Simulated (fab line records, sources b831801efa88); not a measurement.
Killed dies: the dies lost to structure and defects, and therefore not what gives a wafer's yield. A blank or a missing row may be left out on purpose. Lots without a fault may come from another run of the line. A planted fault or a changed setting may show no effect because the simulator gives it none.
Matching of chambers ; flow gf180mcu ; 4 sister chambers for GF_SAB_ETCH_11 on rie_diel-03
The step etches SiO2 in C4F8/O2/Ar, target depth 55 nm, time 8.5 s. 22 wafers are shown with their chamber, then 11 later ones without.

## EACH WAFER AND ITS CHAMBER
wafer;chamber;oes_product_au (a.u.);bias_w (W)
L074.2;0;0.977;1206
L074.3;3;1.017;1200
L074.5;3;1.007;1201
L075.1;0;0.979;1200
L075.2;3;1.005;1194
L075.4;2;1.018;1201
L077.4;3;1.007;1197
L077.5;0;0.972;1195
L077.6;3;0.995;1198
L078.3;3;1.006;1200
L078.4;2;1.005;1199
L078.5;2;1.008;1201
L079.2;2;1.007;1205
L079.4;3;0.999;1200
L079.6;1;0.999;1197
L084.3;3;1.013;1201
L084.4;2;1.013;1211
L084.6;3;0.995;1197
L085.4;3;1.002;1197
L085.5;1;1.004;1199
L085.6;2;1.012;1200
L088.1;0;0.979;1200

SIGNATURES (averages over the wafers above)
reading;chamber 0;chamber 1;chamber 2;chamber 3;scatter within a chamber
oes_product_au;0.97675;1.00150;1.01050;1.00460;0.00586
bias_w;1200.25;1198.00;1202.83;1198.50;3.42
Rule: for each reading, subtract the chamber's mean from the wafer's reading, divide by that reading's scatter and square the result; add these up over the readings and take the root, which gives the wafer's distance from the chamber. The wafer belongs to the nearest chamber; if the next one is less than 2 further off, it can't be placed. How the scatter is found: for the shown wafers, subtract from each reading the mean of its chamber, square and add these, divide the total by (wafers less chambers), then take the root.

## WAFERS WITHOUT THEIR CHAMBER
wafer;oes_product_au (a.u.);bias_w (W)
L088.3;1.002;1203
L088.4;1.010;1201
L089.1;0.983;1203
L089.2;1.006;1198
L089.3;1.008;1202
L091.3;1.003;1196
L091.4;0.981;1196
L091.6;0.981;1202
L092.1;0.987;1203
L092.2;1.003;1199
L092.4;1.008;1195

## EACH ONE'S CHAMBER
wafer;from the rows above;in truth
L088.3;can't be placed: 3 or 2 or 1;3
L088.4;can't be placed: 2 or 3 or 1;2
L089.1;0;0
L089.2;can't be placed: 3 or 1 or 2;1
L089.3;can't be placed: 2 or 3 or 1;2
L091.3;can't be placed: 1 or 3 or 2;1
L091.4;0;0
L091.6;0;0
L092.1;can't be placed: 0 or 1 or 3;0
L092.2;can't be placed: 3 or 1 or 2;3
L092.4;can't be placed: 3 or 1 or 2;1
3 of 11 placed correctly. Unplaceable from these rows: 8, with the true chamber sitting among the candidates in 8. Number placed wrongly: 0.
